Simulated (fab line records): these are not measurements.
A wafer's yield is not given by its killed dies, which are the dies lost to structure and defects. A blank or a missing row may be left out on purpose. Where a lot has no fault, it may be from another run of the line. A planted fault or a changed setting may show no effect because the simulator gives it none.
Which of the tools did it? + flow gf180mcu + 13 lots with 39 wafers sampled at 3 steps, on a route of 602 steps

== WHAT THE GAUGES SHOWED, per wafer ==
GF_VT_IMPLANT_RS_MEAS_49: the measuring method here is four-point-probe. Usual: MVPSD_RS 1169 ohm/sq, standard deviation 3.5.
| lot  | measured     | on           | MVPSD_RS (ohm/sq) | flag |
|------|--------------|--------------|-------------------|------|
| L598 | day 7 15:05  | filmMetro-01 | 1169 1167 1166    |      |
| L599 | day 7 16:07  | filmMetro-04 | 1170 1170 1168    |      |
| L601 | day 8 05:36  | filmMetro-03 | 1170 1168 1168    |      |
| L606 | day 9 17:01  | filmMetro-03 | 1161 1165 1163    |      |
| L607 | day 10 09:17 | filmMetro-03 | 1171 1168 1167    |      |
| L609 | day 10 19:01 | filmMetro-04 | 1171 1173 1178    |      |
| L608 | day 10 19:49 | filmMetro-04 | 1170 1168 1171    |      |
| L614 | day 11 21:05 | filmMetro-01 | 1170 1169 1167    |      |
| L615 | day 12 03:31 | filmMetro-03 | 1165 1169 1167    |      |
| L617 | day 13 03:02 | filmMetro-01 | 1172 1169 1170    |      |
| L619 | day 13 19:35 | filmMetro-04 | 1173 1170 1171    |      |
| L620 | day 13 20:23 | filmMetro-01 | 1168 1168 1167    |      |
| L621 | day 14 14:26 | filmMetro-01 | 1169 1171 1168    |      |

GF_POLY_GATE_THK_MEAS_17. Usual: POLY_GATE_OXIDATION_THK 4.02 nm, standard deviation 0.065.
| lot  | measured     | on           | POLY_GATE_OXIDATION_THK (nm) | flag |
|------|--------------|--------------|------------------------------|------|
| L598 | day 9 10:35  | filmMetro-04 | 4.03 4.03 4.08               |      |
| L599 | day 9 09:01  | filmMetro-02 | 3.90 4.01 4.06               |      |
| L601 | day 9 22:52  | filmMetro-01 | 3.96 4.03 3.96               |      |
| L606 | day 11 14:33 | filmMetro-02 | 4.03 4.01 4.04               |      |
| L607 | day 12 08:46 | filmMetro-02 | 4.09 4.14 4.07               |      |
| L609 | day 12 17:59 | filmMetro-04 | 4.12 4.09 4.11               |      |
| L608 | day 12 19:14 | filmMetro-04 | 4.09 3.99 3.99               |      |
| L614 | day 13 19:26 | filmMetro-02 | 4.02 3.97 4.00               |      |
| L615 | day 14 02:29 | filmMetro-02 | 3.96 3.91 4.00               |      |
| L617 | day 15 02:31 | filmMetro-04 | 4.02 4.02 4.10               |      |
| L619 | day 15 22:20 | filmMetro-02 | 4.01 4.06 4.07               |      |
| L620 | day 15 22:21 | filmMetro-01 | 4.06 4.10 4.08               |      |
| L621 | day 16 19:23 | filmMetro-04 | 4.03 4.02 4.07               |      |

== WHICH TOOL RAN EACH LOT (tool, then ch and the chambers of the sampled wafers, then the start) ==
| lot  | GF_DUAL_GATE_STRIP_13               |
|------|-------------------------------------|
| L598 | plasmaAsher-03 ch 0,1, day 8 11:22  |
| L599 | plasmaAsher-04 ch 0,1, day 8 10:57  |
| L601 | plasmaAsher-04 ch 0,1, day 8 23:51  |
| L606 | plasmaAsher-03 ch 0,1, day 10 11:58 |
| L607 | plasmaAsher-03 ch 0,1, day 11 09:40 |
| L609 | plasmaAsher-04 ch 0,1, day 11 16:10 |
| L608 | plasmaAsher-03 ch 0, day 11 16:28   |
| L614 | plasmaAsher-01 ch 0,1, day 12 18:13 |
| L615 | plasmaAsher-03 ch 0,1, day 13 01:37 |
| L617 | plasmaAsher-04 ch 0,1, day 14 00:14 |
| L619 | plasmaAsher-03 ch 1, day 14 18:47   |
| L620 | plasmaAsher-01 ch 0,1, day 14 19:06 |
| L621 | plasmaAsher-01 ch 0,1, day 15 13:28 |
- GF_DUAL_GATE_STRIP_13: strips in O2/N2.

== WHAT THE TOOLS THEMSELVES READ (means of the sampled wafers that have a number; where no wafer has one, the mark that the record gives instead) ==
GF_DUAL_GATE_STRIP_13. Usual: drypumpMotorCurrentA 5.6 A, standard deviation 0.37; heaterPowerW 335 W, standard deviation 28; oesProductAu 0.716 a.u., standard deviation 0.0046; stripTimeToEndpointS 12.65 s, standard deviation 0.032.
| lot  | tool           | drypumpMotorCurrentA (A) | heaterPowerW (W) | oesProductAu (a.u.) | stripTimeToEndpointS (s) | flag |
|------|----------------|--------------------------|------------------|---------------------|--------------------------|------|
| L598 | plasmaAsher-03 | 5.4                      | 353              | 0.716               | 12.62                    |      |
| L599 | plasmaAsher-04 | 5.8                      | 323              | 0.715               | 12.65                    |      |
| L601 | plasmaAsher-04 | 5.8                      | 320              | 0.712               | 12.60                    |      |
| L606 | plasmaAsher-03 | 5.4                      | 347              | 0.712               | 12.67                    |      |
| L607 | plasmaAsher-03 | 5.2                      | 354              | 0.714               | 12.66                    |      |
| L609 | plasmaAsher-04 | 5.7                      | 321              | 0.716               | 12.59                    |      |
| L608 | plasmaAsher-03 | 5.4                      | 350              | 0.718               | 12.65                    |      |
| L614 | plasmaAsher-01 | 5.8                      | 325              | 0.712               | 12.61                    |      |
| L615 | plasmaAsher-03 | 5.2                      | 357              | 0.719               | 12.65                    |      |
| L617 | plasmaAsher-04 | 5.8                      | 322              | 0.719               | 12.67                    |      |
| L619 | plasmaAsher-03 | 5.1                      | 353              | 0.711               | 12.67                    |      |
| L620 | plasmaAsher-01 | 5.9                      | 337              | 0.717               | 12.64                    |      |
| L621 | plasmaAsher-01 | 5.8                      | 319              | 0.720               | 12.67                    |      |

== THE ANSWER, worked out from the rows above alone ==
Rule: take the mean of a lot's wafers that have a number; if it is more than 3 standard deviations from the usual mean, the lot is off. A lot without any number at a reading at which 4 lots or more have one is off too. The other lots that the step has rows for count as sound. First the gauges in route order, then the tools' own readings, where a lot's mean is used as printed above. At the first step where some lot is off, the reading lying furthest off is the one used; lots without a number count as furthest.
Across all readings shown, no lot is off: no conclusion can be drawn from this.

== WHAT WAS PUT IN BY THE SIMULATOR ==
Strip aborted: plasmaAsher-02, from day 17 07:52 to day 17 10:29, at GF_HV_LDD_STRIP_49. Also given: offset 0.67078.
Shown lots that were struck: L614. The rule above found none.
